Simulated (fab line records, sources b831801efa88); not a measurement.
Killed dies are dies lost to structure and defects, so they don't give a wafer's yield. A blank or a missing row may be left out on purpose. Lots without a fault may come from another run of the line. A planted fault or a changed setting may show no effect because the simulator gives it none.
fab line records | flow sky130
record lots=5 wafers=15 last_day=49
route steps=708 shown SD_P@324 RES_XHIGH@332 SD_N@342 PAD_OPEN@708
lots that met no fault: from a run of the same line without faults
start_h: hours from the record's first day to the start of the lot's first wafer shown | wait_h: hours since the lot's step before | " the same as in the row above | L1.1+2: a row that stands for several wafers | - no value, or no start given | * or withheld: withheld | < > ~ a bound
route shown NAME@n: a module of which the file shows steps, and the number in the route of the first | usual: mean/standard deviation of fault-free wafers | same: alike in all rows | chamber/n: place in a boat | sites: the reading at each site | _std_site: their standard deviation | _edge_site: outer sites' mean less inner sites' | radius_mm: how far each site lies from the wafer's centre | mask NAME#n: copy n | behind: the tool/chamber that last shaped the wafer | hold: why the lot was held/for how many hours/how that ended | device: the transistor (n, p or np) that didn't switch | end of line: the same wafers' tests at the end of the route | a step without rows: its recipe alone | killed: dies lost to structure and defects at the first sort, not the wafer's yield | map: a wafer's dies, x killed, . not, _ none there
set.NAME: the setting as run; set.NAME@STEP: as run at that earlier step | model.NAME: the simulator's own value behind a step, which no gauge read
lots at some steps of the route; a table a step, a row a wafer
services: from which hour (start_h, from the record's first day; less than 0 if before it) a tool's chamber was out of use, for how many hours, and why
## steps
# step SKY_SD_P_EXPOSE_04
# recipe mask_id=PSDM na=0.6 source_shape=conventional sigma_outer=0.6 polarization=unpolarized target_cd_nm=380 dose_mj=138
# step SKY_SD_P_PEB_05
# recipe temp_c=withheld time_s=* resist=NOVOLAK
# step SKY_SD_P_DEVELOP_06
# recipe resist=NOVOLAK developer=TMAH develop_time_s=60 dev_temp_c=23
# step SKY_SD_P_CD_MEAS_07
# recipe target_cd_nm=380
# usual cd_nm=378.7/2.4
# columns lot.wafer tool chamber start_h wait_h cd_nm
L674.2 cd_sem-01 - 600.55 0.1 378.3
L674.3 " - " " 381.0
L674.4 " - " " 378.1
L675.2 cd_sem-01 - 612.75 0.1 376.1
L675.4 " - " " 378.3
L675.6 " - " " 381.2
L686.2 cd_sem-01 - 704.55 0.1 380.2
L686.3 " - " " 382.5
L686.4 " - " " 380.6
L689.2 cd_sem-02 - 729.42 0.1 376.7
L689.3 " - " " 378.3
L689.5 " - " " 374.7
L690.2 cd_sem-02 - 734.57 0.1 378.5
L690.3 " - " " 376.5
L690.4 " - " " 380.2
# step SKY_SD_P_OVL_MEAS_08
# usual SD_P_OVL=0.0/1.5
# columns lot.wafer tool chamber start_h wait_h SD_P_OVL[nm]
L674.2 overlay-02 - 600.65 0.1 1.8
L674.3 " - " " 1.1
L674.4 " - " " -0.4
L675.2 overlay-02 - 612.85 0.1 1.1
L675.4 " - " " 1.0
L675.6 " - " " -1.3
L686.2 overlay-02 - 704.65 0.1 -1.4
L686.3 " - " " -2.9
L686.4 " - " " -2.9
L689.2 overlay-01 - 729.52 0.1 -0.7
L689.3 " - " " -1.6
L689.5 " - " " -1.0
L690.2 overlay-02 - 734.67 0.1 -0.1
L690.3 " - " " 0.4
L690.4 " - " " 0.1
# step SKY_SD_P_IMPLANT_09
# recipe species=BF2 energy_kev=20 dose_cm2=3e+15 tilt_deg=0
# step SKY_SD_P_STRIP_10
# recipe chemistry=O2/N2 power_w=1400 pressure_mtorr=1500 platen_temp_c=withheld o2_flow_sccm=3000 n2_flow_sccm=300 overash_fraction=0.5
# usual drypump_motor_current_A=5.7/0.56 oes_product_au=0.617/0.0048 strip_time_to_endpoint_s=17.50/0.039
# columns lot.wafer tool chamber start_h wait_h drypump_motor_current_A oes_product_au rf_hours_counter_h strip_time_to_endpoint_s
L674.2 plasma_asher-04 0 600.83 0.1 5.0 0.615 78 17.52
L674.3 " 1 " " 5.3 0.614 - 17.53
L674.4 " 0 " " 5.0 0.619 - 17.54
L675.2 plasma_asher-04 0 613.03 0.1 5.0 0.616 79 17.49
L675.4 " 1 " " 5.3 0.617 - 17.47
L675.6 " 0 " " 5.0 0.611 - 17.45
L686.2 plasma_asher-04 1 704.83 0.1 5.3 0.615 88 17.52
L686.3 " 0 " " 5.0 0.620 - 17.53
L686.4 " 1 " " 5.3 0.618 - 17.55
L689.2 plasma_asher-02 1 729.70 0.1 5.4 0.617 106 17.47
L689.3 " 0 " " 5.6 0.623 - 17.49
L689.5 " 0 " " 5.6 0.616 - 17.50
L690.2 plasma_asher-01 0 734.85 0.1 6.6 0.622 31 17.56
L690.3 " 0 " " 6.6 0.611 - 17.56
L690.4 " 1 " " 6.0 0.614 - 17.55
# step SKY_SD_P_TW_MEAS_11
# usual SD_P_TW=2827/27
# columns lot.wafer tool chamber start_h wait_h SD_P_TW
L674.2 film_metro-03 - 600.94 0.1 2852
L674.3 " - " " 2841
L674.4 " - " " 2858
L675.2 film_metro-01 - 613.14 0.1 2842
L675.4 " - " " 2836
L675.6 " - " " 2842
L686.2 film_metro-03 - 704.94 0.1 2840
L686.3 " - " " 2831
L686.4 " - " " 2850
L689.2 film_metro-04 - 729.81 0.1 2787
L689.3 " - " " 2792
L689.5 " - " " 2800
L690.2 film_metro-01 - 734.96 0.1 2858
L690.3 " - " " 2857
L690.4 " - " " 2879
# step SKY_RES_XHIGH_DEHYDRATE_00
# recipe temp_c=200 time_s=60
# step SKY_RES_XHIGH_HMDS_01
# recipe prime_time_s=60 prime_temp_c=120
# step SKY_RES_XHIGH_COAT_02
# recipe resist=NOVOLAK spin_rpm=3000 resist_thk_nm=1140
# step SKY_RES_XHIGH_SOFTBAKE_03
# recipe temp_c=90 time_s=60 resist=NOVOLAK
# step SKY_RES_XHIGH_EXPOSE_04
# recipe mask_id=URPM na=0.6 source_shape=conventional sigma_outer=0.6 polarization=unpolarized target_cd_nm=1270 dose_mj=140
# columns lot.wafer tool chamber start_h wait_h mask
L674.2+3+4 iline_stepper-02 0 615.26 - URPM#0
L675.2+4+6 iline_stepper-01 0 627.92 - LDNTM#0
L686.2+3+4 iline_stepper-01 0 719.03 - URPM#0
L689.2+3+5 iline_stepper-01 0 743.78 - URPM#0
L690.2+3+4 iline_stepper-02 0 749.31 - URPM#0
# step SKY_RES_XHIGH_PEB_05
# recipe temp_c=withheld time_s=* resist=NOVOLAK
# step SKY_RES_XHIGH_DEVELOP_06
# recipe resist=NOVOLAK developer=TMAH develop_time_s=60 dev_temp_c=23
# step SKY_RES_XHIGH_IMPLANT_07
# recipe species=BF2 energy_kev=20 dose_cm2=3.6e+14 tilt_deg=0
# step SKY_RES_XHIGH_STRIP_08
# recipe chemistry=O2/N2 power_w=1400 pressure_mtorr=1500 platen_temp_c=withheld o2_flow_sccm=3000 n2_flow_sccm=300 overash_fraction=0.5
# usual drypump_motor_current_A=5.9/0.49 oes_product_au=0.711/0.0048 strip_time_to_endpoint_s=14.28/0.045
# columns lot.wafer tool chamber start_h wait_h drypump_motor_current_A oes_product_au rf_hours_counter_h strip_time_to_endpoint_s
L674.2 plasma_asher-02 0 629.76 0.1 5.6 0.715 97 14.26
L674.3 " 1 " " 5.4 0.713 - 14.28
L674.4 " 0 " " 5.6 0.710 - 14.29
L675.2 plasma_asher-02 0 641.77 0.1 5.6 0.710 98 14.30
L675.4 " 0 " " 5.6 0.711 - 14.30
L675.6 " 0 " " 5.6 0.709 - 14.27
L686.2 plasma_asher-03 1 732.47 0.1 5.9 0.718 57 14.21
L686.3 " 0 " " 6.7 0.715 - 14.19
L686.4 " 1 " " 5.9 0.709 - 14.23
L689.2 plasma_asher-03 0 757.32 0.1 6.7 0.708 59 14.25
L689.3 " 0 " " 6.7 0.709 - 14.27
L689.5 " 1 " " 5.9 0.712 - 14.27
L690.2 plasma_asher-01 1 761.32 0.1 6.0 0.711 34 14.27
L690.3 " 0 " " 6.6 0.704 - 14.30
L690.4 " 1 " " 6.0 0.710 - 14.25
# step SKY_RES_XHIGH_TW_MEAS_09
# usual RES_XHIGH_TW=1646/14
# columns lot.wafer tool chamber start_h wait_h RES_XHIGH_TW
L674.2 film_metro-03 - 629.87 0.1 1646
L674.3 " - " " 1652
L674.4 " - " " 1652
L675.2 film_metro-01 - 641.88 0.1 30
L675.4 " - " " 30
L675.6 " - " " 30
L686.2 film_metro-04 - 732.58 0.1 1618
L686.3 " - " " 1622
L686.4 " - " " 1618
L689.2 film_metro-04 - 757.43 0.1 1624
L689.3 " - " " 1617
L689.5 " - " " 1618
L690.2 film_metro-03 - 761.43 0.1 1647
L690.3 " - " " 1657
L690.4 " - " " 1653
# step SKY_SD_N_DEHYDRATE_00
# recipe temp_c=200 time_s=60
# step SKY_PAD_OPEN_PROBE_99
# usual killed_at_M0_to_M3=42/7.3 killed_at_M4_up=3.2/1.8 killed_at_contacts=25/5.2 killed_at_front_end=15/4.6 killed_at_other=0.3/0.62 killed_dies=85/9.9 killed_on_rim=17/3.9 killed_open=46/7.1 killed_short=38/5.7
# same gross_dies=492 killed_at_back_side=0
# columns lot.wafer tool chamber start_h wait_h killed_at_M0_to_M3 killed_at_M4_up killed_at_contacts killed_at_front_end killed_at_other killed_dies killed_on_rim killed_open killed_short model.etest.sonos_uncharged.r_on_ohm_um model.etest.res_xhigh_po.open model.etest.tip_sonos.open
L674.2 prober-01 - 1083.87 0.1 38 4 32 16 0 90 13 48 42 798.1 0 0
L674.3 prober-01 - 1083.92 0.2 50 0 23 13 0 86 12 44 42 812.9 0 0
L674.4 prober-01 - 1083.97 0.2 35 6 29 31 1 102 17 59 43 810.6 0 0
L675.2 prober-01 - 1095.09 0.1 28 2 22 11 429 492 96 32 30 879.4 1 1
L675.4 prober-01 - 1095.19 0.2 50 3 29 15 395 492 96 47 47 889.8 1 1
L675.6 prober-01 - 1095.29 0.2 35 4 21 25 407 492 96 41 44 884.6 1 1
L686.2 prober-02 - 1154.97 0.1 33 0 25 16 0 74 12 39 35 793.8 0 0
L686.3 prober-02 - 1155.02 0.2 34 7 30 13 0 84 16 52 32 803.3 0 0
L686.4 prober-02 - 1155.07 0.2 31 2 25 9 0 67 12 26 41 803 0 0
L689.2 prober-01 - 1173.83 0.1 43 7 19 10 0 79 15 42 37 815.9 0 0
L689.3 prober-01 - 1173.88 0.2 34 5 23 13 0 75 13 40 35 803.6 0 0
L689.5 prober-01 - 1173.98 0.2 34 1 25 16 0 76 18 43 33 814.1 0 0
L690.2 prober-02 - 1177.12 0.1 37 3 27 15 0 82 17 47 35 800.7 0 0
L690.3 prober-02 - 1177.17 0.2 42 3 38 15 0 98 16 58 40 808.4 0 0
L690.4 prober-02 - 1177.22 0.2 44 1 17 10 0 72 18 40 32 805.5 0 0
# killed by level:class
L674.2 CONTACT:geometric_particle:open=14 VIA1:geometric_particle:open=8 CONTACT:geometric_particle:short=7 LI_CONTACT:geometric_particle:open=6 VIA3:geometric_particle:open=5 POLY_GATE:geometric_particle:open=4 POLY_GATE:geometric_particle:short=4 METAL1:geometric_particle:short=4
L674.3 VIA1:geometric_particle:open=17 CONTACT:geometric_particle:short=8 VIA3:geometric_particle:open=6 FIELD_ISO:geometric_particle:open=5 LOCAL_INTERCONNECT:geometric_particle:short=5 CONTACT:geometric_particle:open=5 VIA1:geometric_particle:short=5 METAL2:geometric_particle:short=5
L674.4 FIELD_ISO:geometric_particle:open=10 CONTACT:geometric_particle:open=10 VIA2:geometric_particle:open=8 FIELD_ISO:geometric_particle:short=7 LI_CONTACT:geometric_particle:open=7 CONTACT:geometric_particle:short=6 POLY_GATE:geometric_particle:open=5 LOCAL_INTERCONNECT:geometric_particle:short=5
L675.2 RES_XHIGH:area_expose=429 CONTACT:geometric_particle:open=8 LI_CONTACT:geometric_particle:open=5 LOCAL_INTERCONNECT:geometric_particle:short=5 VIA1:geometric_particle:short=4 METAL1:geometric_particle:short=4 VIA1:geometric_particle:open=4 VIA3:geometric_particle:open=4
L675.4 RES_XHIGH:area_expose=395 VIA1:geometric_particle:open=12 CONTACT:geometric_particle:open=9 METAL2:geometric_particle:short=9 VIA2:geometric_particle:open=9 LI_CONTACT:geometric_particle:open=7 CONTACT:geometric_particle:short=7 VIA2:geometric_particle:short=6
L675.6 RES_XHIGH:area_expose=407 FIELD_ISO:geometric_particle:short=7 LI_CONTACT:geometric_particle:open=7 VIA2:geometric_particle:open=7 METAL2:geometric_particle:short=6 POLY_GATE:geometric_particle:short=5 CONTACT:geometric_particle:short=5 VIA1:geometric_particle:open=5
L686.2 VIA1:geometric_particle:open=11 CONTACT:geometric_particle:open=7 LI_CONTACT:geometric_particle:short=6 FIELD_ISO:geometric_particle:short=5 POLY_GATE:geometric_particle:open=5 CONTACT:geometric_particle:short=5 METAL2:geometric_particle:short=5 POLY_GATE:geometric_particle:short=4
L686.3 VIA1:geometric_particle:open=14 CONTACT:geometric_particle:open=11 LI_CONTACT:geometric_particle:open=7 METAL4:geometric_particle:short=6 LOCAL_INTERCONNECT:geometric_particle:short=5 METAL2:geometric_particle:short=5 FIELD_ISO:geometric_particle:short=4 LOCAL_INTERCONNECT:geometric_particle:open=4
L686.4 CONTACT:geometric_particle:open=8 METAL2:geometric_particle:short=7 CONTACT:geometric_particle:short=6 VIA2:geometric_particle:short=6 VIA3:geometric_particle:open=5 LI_CONTACT:geometric_particle:open=5 FIELD_ISO:geometric_particle:short=4 VIA3:geometric_particle:short=4
L689.2 VIA1:geometric_particle:open=11 CONTACT:geometric_particle:open=8 VIA3:geometric_particle:open=6 METAL4:geometric_particle:short=6 LI_CONTACT:geometric_particle:open=5 METAL1:geometric_particle:short=5 METAL2:geometric_particle:short=5 VIA1:geometric_particle:short=4
L689.3 CONTACT:geometric_particle:open=11 METAL1:geometric_particle:short=6 VIA1:geometric_particle:open=6 LI_CONTACT:geometric_particle:open=5 VIA1:geometric_particle:short=5 VIA3:geometric_particle:open=5 FIELD_ISO:geometric_particle:short=4 METAL4:geometric_particle:short=4
L689.5 CONTACT:geometric_particle:open=11 VIA1:geometric_particle:open=10 CONTACT:geometric_particle:short=6 VIA3:geometric_particle:open=5 VIA3:geometric_particle:short=5 FIELD_ISO:geometric_particle:short=4 POLY_GATE:geometric_particle:open=4 LI_CONTACT:geometric_particle:open=4
L690.2 VIA1:geometric_particle:open=14 LI_CONTACT:geometric_particle:open=10 CONTACT:geometric_particle:open=9 POLY_GATE:geometric_particle:short=5 VIA1:geometric_particle:short=4 METAL2:geometric_particle:short=4 VIA3:geometric_particle:open=4 FIELD_ISO:geometric_particle:short=3
L690.3 LI_CONTACT:geometric_particle:open=11 CONTACT:geometric_particle:open=11 VIA3:geometric_particle:open=10 POLY_GATE:geometric_particle:open=7 VIA1:geometric_particle:open=7 VIA1:geometric_particle:short=7 LI_CONTACT:geometric_particle:short=5 METAL2:geometric_particle:short=5
L690.4 METAL1:geometric_particle:short=12 CONTACT:geometric_particle:open=9 VIA1:geometric_particle:open=9 VIA3:geometric_particle:open=7 SPACER:geometric_particle:open=4 VIA3:geometric_particle:short=4 CONTACT:geometric_particle:short=3 METAL2:geometric_particle:short=3
# map L675.2 (x killed, . not)
__________xxxxxxxxxx_________
________xxxxxxxxxxxxxx_______
______xxxxxxxxxxxxxxxxxx_____
_____xxxxxxxxxxxxxxxxxxxx____
____xxxxxxxxxxxxxxxxxxxxxx___
___xxxxxxxxxxxxxxxxxxxxxxxx__
__xxxxxxxxxxxxxxxxxxxxxxxxxx_
_xxxxxxxxxxxxxxxxxxxxxxxxxxxx
_xxxxxxxxxxxxxxxxxxxxxxxxxxxx
_xxxxxxxxxxxxxxxxxxxxxxxxxxxx
_xxxxxxxxxxxxxxxxxxxxxxxxxxxx
_xxxxxxxxxxxxxxxxxxxxxxxxxxxx
_xxxxxxxxxxxxxxxxxxxxxxxxxxxx
_xxxxxxxxxxxxxxxxxxxxxxxxxxxx
_xxxxxxxxxxxxxxxxxxxxxxxxxxxx
__xxxxxxxxxxxxxxxxxxxxxxxxxx_
___xxxxxxxxxxxxxxxxxxxxxxxx__
____xxxxxxxxxxxxxxxxxxxxxx___
_____xxxxxxxxxxxxxxxxxxxx____
______xxxxxxxxxxxxxxxxxx_____
________xxxxxxxxxxxxxx_______
__________xxxxxxxxxx_________
# map L686.3 (x killed, . not)
__________.......xx._________
________x.x........x.x_______
______.x.x.x....x.x....._____
_____..x.......x..x..xx..____
____.....x................___
___.x....x.......x.........__
__...x...x.....x.....x.x...._
_........xx..x.....xx....x...
_.......x.x....x.....x.......
_....xx..........x.......x.x.
_...............x..x.x...x...
_x.xx.............x....x.....
_.x..........x....x...x..x...
_.....x.x.....x.x..x...x.....
_...xx...x...x.x...x.........
__.......x....x..........x.._
___..................x...xx__
____...................x..___
_____xx..x..x........x..x____
______...x.........xx..._____
________.............._______
__________.....x...x_________
## services
# columns tool chamber start_h hours kind
iline_stepper-01 0 583.04 - calibration
plasma_asher-04 - 584.14 2.7 repair
iline_stepper-02 - 585.85 11.3 repair
plasma_asher-03 - 606.37 0.7 repair
plasma_asher-01 - 624.41 1.1 repair
plasma_asher-04 - 627.18 4.0 pm
iline_stepper-02 - 655.06 4.5 repair
iline_stepper-02 0 658.48 - calibration
iline_stepper-01 - 669.02 4.3 pm
plasma_asher-01 - 688.25 2.1 repair
plasma_asher-03 - 713.24 2.6 repair
plasma_asher-02 - 733.75 9.0 pm
plasma_asher-02 0 733.75 9.0 vent_cycle
plasma_asher-02 1 733.75 9.0 vent_cycle
plasma_asher-02 0 742.75 - clean
plasma_asher-02 1 742.75 - clean
iline_stepper-01 - 748.02 1.7 pm
plasma_asher-03 - 755.00 0.6 repair
## key
first_sign step=SKY_RES_XHIGH_EXPOSE_04 reading=mask direction=changed
effect step=SKY_RES_XHIGH_TW_MEAS_09 reading=RES_XHIGH_TW direction=down sigmas=99+ usual=1646 struck=30
effect step=SKY_PAD_OPEN_PROBE_99 reading=killed_at_other direction=up sigmas=99+ usual=0.3 struck=410.3
model_effect step=SKY_PAD_OPEN_PROBE_99 value=etest.sonos_uncharged.r_on_ohm_um without=806 struck=884.6
more_kills_born_at SKY_RES_XHIGH_EXPOSE_04@iline_stepper-01=1231
met_at SKY_RES_XHIGH_EXPOSE_04
struck_wafers L675.2,L675.4,L675.6
tester_left_out L675
fault kind=wrong_mask tool=any chamber=- onset_h=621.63 steps=SKY_RES_XHIGH_EXPOSE_04 aux_copy=LDNTM#0 scope=struck_lots_only
# tester_left_out: of these lots the tester's yield and bins aren't shown, on N5 and GAA mostly nor the transistor test; their killed dies are dies lost to structure and defects alone, not to doping, threshold or leakage, so they don't give the yield
